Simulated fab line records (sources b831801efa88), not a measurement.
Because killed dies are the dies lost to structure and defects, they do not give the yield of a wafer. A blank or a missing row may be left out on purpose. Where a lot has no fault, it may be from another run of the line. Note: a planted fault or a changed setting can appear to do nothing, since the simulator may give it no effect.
Chamber matching + flow sky130 + 4 sister chambers for SKY_FIELD_ISO_ETCH_17 on rieSi-02
The step etches Si in HBr/Cl2/O2, target depth 342 nm, time 97.7 s. 14 wafers are shown with their chamber, then 7 later ones without.

## WAFERS WITH THEIR CHAMBER
| wafer  | chamber | drypumpMotorCurrentA (A) | oesProductAu (a.u.) | throttleValvePct (%) |
|--------|---------|--------------------------|---------------------|----------------------|
| L237.1 | 0       | 5.6                      | 1.001               | 25.661               |
| L237.4 | 2       | 5.5                      | 0.984               | 25.664               |
| L237.6 | 0       | 5.7                      | 1.003               | 25.658               |
| L238.1 | 1       | 6.3                      | 1.000               | 25.648               |
| L238.2 | 2       | 5.4                      | 0.987               | 25.657               |
| L238.5 | 1       | 6.3                      | 1.006               | 25.663               |
| L250.1 | 0       | 5.7                      | 0.988               | 25.653               |
| L250.2 | 2       | 5.5                      | 0.991               | 25.663               |
| L250.4 | 1       | 6.2                      | 0.993               | 25.667               |
| L251.1 | 0       | 5.6                      | 1.002               | 25.640               |
| L251.3 | 3       | 6.1                      | 0.998               | 25.652               |
| L251.6 | 1       | 6.2                      | 1.000               | 25.655               |
| L254.1 | 2       | 5.5                      | 0.989               | 25.661               |
| L254.3 | 1       | 6.3                      | 0.996               | 25.662               |

SIGNATURES (means of the wafers above)
| reading              | chamber 0 | chamber 1 | chamber 2 | chamber 3 | scatter within a chamber |
|----------------------|-----------|-----------|-----------|-----------|--------------------------|
| drypumpMotorCurrentA | 5.650     | 6.260     | 5.475     | 6.100     | 0.0543                   |
| oesProductAu         | 0.99850   | 0.99900   | 0.98775   | 0.99800   | 0.00521                  |
| throttleValvePct     | 25.65300  | 25.65900  | 25.66125  | 25.65200  | 0.00716                  |
Rule: a wafer's distance from a chamber is the root of the sum, over the readings, of the square of ((its reading less the chamber's mean) divided by the reading's scatter). The wafer belongs to the nearest chamber; if the next one is less than 2 further off, it can't be placed. How the scatter is found: for the shown wafers, subtract from each reading the mean of its chamber, square and add these, divide the total by (wafers less chambers), then take the root.

## WAFERS MISSING THEIR CHAMBER
| wafer  | drypumpMotorCurrentA (A) | oesProductAu (a.u.) | throttleValvePct (%) |
|--------|--------------------------|---------------------|----------------------|
| L254.4 | 5.7                      | 1.002               | 25.666               |
| L256.1 | 6.3                      | 1.011               | 25.655               |
| L256.3 | 5.5                      | 0.994               | 25.663               |
| L256.5 | 6.2                      | 0.992               | 25.669               |
| L257.2 | 6.3                      | 0.999               | 25.646               |
| L257.3 | 5.7                      | 1.018               | 25.668               |
| L257.5 | 6.3                      | 1.006               | 25.653               |

## EACH ONE'S CHAMBER
| wafer  | from the rows above     | in truth |
|--------|-------------------------|----------|
| L254.4 | 0                       | 0        |
| L256.1 | can't be placed: 1 or 3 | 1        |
| L256.3 | can't be placed: 2 or 0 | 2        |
| L256.5 | can't be placed: 1 or 3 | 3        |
| L257.2 | can't be placed: 1 or 3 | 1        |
| L257.3 | 0                       | 0        |
| L257.5 | 1                       | 1        |
3 of 7 placed correctly. These rows do not allow placing 4 (true chamber among the candidates in 4). Placed wrongly: 0.
